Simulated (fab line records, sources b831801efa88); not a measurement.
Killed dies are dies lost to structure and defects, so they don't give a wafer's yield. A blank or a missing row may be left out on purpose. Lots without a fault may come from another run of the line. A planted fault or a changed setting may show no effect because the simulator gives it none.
Which tool did it? | flow sky130 | 11 lots, 33 wafers sampled, at 5 steps of a route of 708

WHAT THE GAUGES READ, wafer by wafer
SKY_VT_ADJUST_PCH_OVL_MEAS_07. Usual: VT_ADJUST_PCH_OVL -1.3 nm, standard deviation 1.2.
lot  | measured     | on         | VT_ADJUST_PCH_OVL (nm) | flag
L645 | day 13 00:55 | overlay-02 | -1.5 -3.0 -1.7         |
L646 | day 13 01:20 | overlay-01 | -2.9 -1.4 -2.5         |
L648 | day 13 13:33 | overlay-02 | 0.3 -1.8 -2.7          |
L652 | day 13 20:49 | overlay-02 | -2.0 0.1 -2.3          |
L654 | day 14 16:30 | overlay-01 | -2.1 -0.9 -0.5         |
L656 | day 15 22:31 | overlay-01 | -2.2 -1.7 -2.4         |
L659 | day 16 15:16 | overlay-02 | 0.0 1.3 0.2            |
L658 | day 16 17:59 | overlay-02 | 0.1 -0.2 1.1           |
L661 | day 17 01:23 | overlay-02 | -1.2 -2.2 -1.9         |
L660 | day 17 01:24 | overlay-01 | -1.5 -1.4 -1.8         |
L664 | day 17 18:47 | overlay-02 | -1.8 -1.4 -2.0         |

SKY_SD_P_TW_MEAS_11. Usual: SD_P_TW 2822, standard deviation 15.
lot  | measured     | on            | SD_P_TW           | flag
L645 | day 28 08:27 | film_metro-01 | 2832 2817 2826    |
L646 | day 28 09:30 | film_metro-03 | 2833 2828 2847    |
L648 | day 29 02:25 | film_metro-03 | 2843 2839 2837    |
L652 | day 29 06:26 | film_metro-01 | 2803 2827 2804    |
L654 | day 30 11:28 | film_metro-01 | 2815 2823 2810    |
L656 | day 31 13:58 | film_metro-01 | 30 30 30 30 30 30 | OFF
L659 | day 32 00:16 | film_metro-01 | 30 30 30 30 30 30 | OFF
L658 | day 32 02:36 | film_metro-02 | 30 30 30 30 30 30 | OFF
L661 | day 32 11:46 | film_metro-02 | 2828 2842 2816    |
L660 | day 32 11:43 | film_metro-02 | 2819 2827 2813    |
L664 | day 33 05:33 | film_metro-02 | 2831 2821 2834    |

WHICH TOOL RAN EACH LOT (tool, then ch and the chambers of the sampled wafers, then the start)
lot  | SKY_POLY_GATE_ETCH_15              | SKY_POLY_CUT_STRIP_12                | SKY_SD_P_STRIP_10
L645 | rie_diel-01 ch 0,2,3, day 19 09:20 | plasma_asher-02 ch 0,1, day 27 03:20 | plasma_asher-04 ch 0, day 28 08:21
L646 | rie_diel-01 ch 0,1,3, day 19 12:02 | plasma_asher-01 ch 0,1, day 27 04:47 | plasma_asher-03 ch 0,1, day 28 09:24
L648 | rie_diel-03 ch 2,3, day 20 08:12   | plasma_asher-01 ch 0,1, day 27 21:59 | plasma_asher-02 ch 0,1, day 29 02:19
L652 | rie_diel-03 ch 1,2, day 20 10:25   | plasma_asher-02 ch 0,1, day 28 02:22 | plasma_asher-02 ch 0,1, day 29 06:20
L654 | rie_diel-04 ch 0,1,2, day 21 18:54 | plasma_asher-04 ch 0,1, day 29 07:43 | plasma_asher-03 ch 0, day 30 11:21
L656 | rie_diel-01 ch 1,2, day 22 22:47   | plasma_asher-04 ch 0,1, day 30 09:44 | plasma_asher-02 ch 0,1, day 31 13:52
L659 | rie_diel-04 ch 1,2,3, day 23 10:49 | plasma_asher-04 ch 0,1, day 30 20:37 | plasma_asher-02 ch 0,1, day 32 00:09
L658 | rie_diel-04 ch 1,2, day 23 13:47   | plasma_asher-02 ch 0, day 30 23:07   | plasma_asher-02 ch 0,1, day 32 02:30
L661 | rie_diel-01 ch 0,3, day 23 23:14   | plasma_asher-01 ch 0,1, day 31 08:35 | plasma_asher-02 ch 0,1, day 32 11:40
L660 | rie_diel-04 ch 2,3, day 23 20:55   | plasma_asher-02 ch 0,1, day 31 08:20 | plasma_asher-04 ch 0,1, day 32 11:36
L664 | rie_diel-01 ch 1,3, day 24 16:05   | plasma_asher-01 ch 0,1, day 32 01:32 | plasma_asher-04 ch 0,1, day 33 05:27
- SKY_POLY_GATE_ETCH_15: etches BARC in N2/H2, stops on SiO2, time 118.5 s, target depth 110 nm.
- SKY_POLY_CUT_STRIP_12: strips in O2/N2.
- SKY_SD_P_STRIP_10: strips in O2/N2.

WHAT THE TOOLS THEMSELVES READ (means of the sampled wafers that have a number; where no wafer has one, the mark that the record gives instead)
SKY_POLY_GATE_ETCH_15. Usual: chamber_pressure_mTorr 30.001 mTorr, standard deviation 0.025; drypump_motor_current_A 5.6 A, standard deviation 0.38; oes_product_au 0.717 a.u., standard deviation 0.0046; throttle_valve_pct 13.213 %, standard deviation 0.009.
lot  | tool        | chamber_pressure_mTorr (mTorr) | drypump_motor_current_A (A) | oes_product_au (a.u.) | throttle_valve_pct (%) | flag
L645 | rie_diel-01 | 30.008                         | 5.7                         | 0.715                 | 13.206                 |
L646 | rie_diel-01 | 29.976                         | 5.7                         | 0.715                 | 13.219                 |
L648 | rie_diel-03 | 30.008                         | 6.1                         | 0.716                 | 13.218                 |
L652 | rie_diel-03 | 29.979                         | 5.7                         | 0.715                 | 13.215                 |
L654 | rie_diel-04 | 30.012                         | 5.5                         | 0.715                 | 13.209                 |
L656 | rie_diel-01 | 30.000                         | 5.3                         | 0.719                 | 13.205                 |
L659 | rie_diel-04 | 29.996                         | 5.5                         | 0.721                 | 13.217                 |
L658 | rie_diel-04 | 29.993                         | 5.5                         | 0.714                 | 13.211                 |
L661 | rie_diel-01 | 29.976                         | 5.9                         | 0.713                 | 13.212                 |
L660 | rie_diel-04 | 30.013                         | 5.2                         | 0.719                 | 13.221                 |
L664 | rie_diel-01 | 30.010                         | 5.7                         | 0.716                 | 13.212                 |

SKY_POLY_CUT_STRIP_12. Usual: chamber_pressure_mTorr 1499.9 mTorr, standard deviation 1.3; drypump_motor_current_A 5.5 A, standard deviation 0.45; o2_flow_sccm 2999 sccm, standard deviation 8.6; oes_product_au 0.452 a.u., standard deviation 0.0042; strip_time_to_endpoint_s 5.354 s, standard deviation 0.019.
lot  | tool            | chamber_pressure_mTorr (mTorr) | drypump_motor_current_A (A) | o2_flow_sccm (sccm) | oes_product_au (a.u.) | strip_time_to_endpoint_s (s) | flag
L645 | plasma_asher-02 | 1499.8                         | 5.2                         | 3003                | 0.454                 | 5.354                        |
L646 | plasma_asher-01 | 1500.0                         | 5.4                         | 3000                | 0.454                 | 5.351                        |
L648 | plasma_asher-01 | 1499.7                         | 5.3                         | 3002                | 0.452                 | 5.352                        |
L652 | plasma_asher-02 | 1501.0                         | 5.7                         | 2993                | 0.449                 | 5.325                        |
L654 | plasma_asher-04 | 1499.8                         | 5.8                         | 2994                | 0.454                 | 5.345                        |
L656 | plasma_asher-04 | -                              | -                           | -                   | -                     | -                            | OFF
L659 | plasma_asher-04 | -                              | -                           | -                   | -                     | -                            | OFF
L658 | plasma_asher-02 | -                              | -                           | -                   | -                     | -                            | OFF
L661 | plasma_asher-01 | 1500.8                         | 5.4                         | 2997                | 0.447                 | 5.362                        |
L660 | plasma_asher-02 | 1499.2                         | 5.2                         | 2996                | 0.453                 | 5.353                        |
L664 | plasma_asher-01 | 1499.1                         | 5.4                         | 2998                | 0.451                 | 5.335                        |

SKY_SD_P_STRIP_10. Usual: chamber_pressure_mTorr 1500.0 mTorr, standard deviation 1.4; drypump_motor_current_A 5.7 A, standard deviation 0.5; o2_flow_sccm 2999 sccm, standard deviation 9.1; oes_product_au 0.617 a.u., standard deviation 0.0049; strip_time_to_endpoint_s 17.48 s, standard deviation 0.047.
lot  | tool            | chamber_pressure_mTorr (mTorr) | drypump_motor_current_A (A) | o2_flow_sccm (sccm) | oes_product_au (a.u.) | strip_time_to_endpoint_s (s) | flag
L645 | plasma_asher-04 | 1500.7                         | 5.8                         | 3005                | 0.613                 | 17.48                        |
L646 | plasma_asher-03 | 1499.6                         | 6.1                         | 3007                | 0.611                 | 17.50                        |
L648 | plasma_asher-02 | 1499.7                         | 5.7                         | 3008                | 0.618                 | 17.40                        |
L652 | plasma_asher-02 | 1500.2                         | 5.2                         | 3009                | 0.623                 | 17.47                        |
L654 | plasma_asher-03 | 1500.1                         | 5.8                         | 2996                | 0.615                 | 17.48                        |
L656 | plasma_asher-02 | 1500.6                         | 5.2                         | 3003                | 0.576                 | 22.82                        | OFF
L659 | plasma_asher-02 | 1500.7                         | 5.2                         | 2998                | 0.576                 | 22.84                        | OFF
L658 | plasma_asher-02 | 1500.7                         | 5.7                         | 2993                | 0.576                 | 22.87                        | OFF
L661 | plasma_asher-02 | 1500.1                         | 5.7                         | 2993                | 0.614                 | 17.46                        |
L660 | plasma_asher-04 | 1502.1                         | 5.8                         | 3005                | 0.615                 | 17.53                        |
L664 | plasma_asher-04 | 1500.8                         | 5.8                         | 2996                | 0.622                 | 17.36                        |

THE ANSWER, worked out from the rows above alone
Rule: a lot is off if the mean of its wafers that have a number lies more than 3 standard deviations from the usual mean. A lot without any number at a reading at which 4 lots or more have one is off too. The other lots that the step has rows for count as sound. The gauges are gone through in route order, then the tools' own readings, and for those a lot's mean is taken as printed above. The first step at which some lot is off is used, and at that step the reading that is off furthest; a lot without a number counts as furthest.
Off: L656, L659, L658, at SKY_SD_P_TW_MEAS_11 (SD_P_TW).
A tool fits if, at a process step before that reading, it ran every lot that is off, and no sound lot after the first of them. The gauges at SKY_SD_P_TW_MEAS_11 aren't tried: what is off there is off at SKY_POLY_CUT_STRIP_12 too, on other tools, and a gauge's error can't cause that. None of those tried fits.

WHAT THE SIMULATOR HAD PUT IN
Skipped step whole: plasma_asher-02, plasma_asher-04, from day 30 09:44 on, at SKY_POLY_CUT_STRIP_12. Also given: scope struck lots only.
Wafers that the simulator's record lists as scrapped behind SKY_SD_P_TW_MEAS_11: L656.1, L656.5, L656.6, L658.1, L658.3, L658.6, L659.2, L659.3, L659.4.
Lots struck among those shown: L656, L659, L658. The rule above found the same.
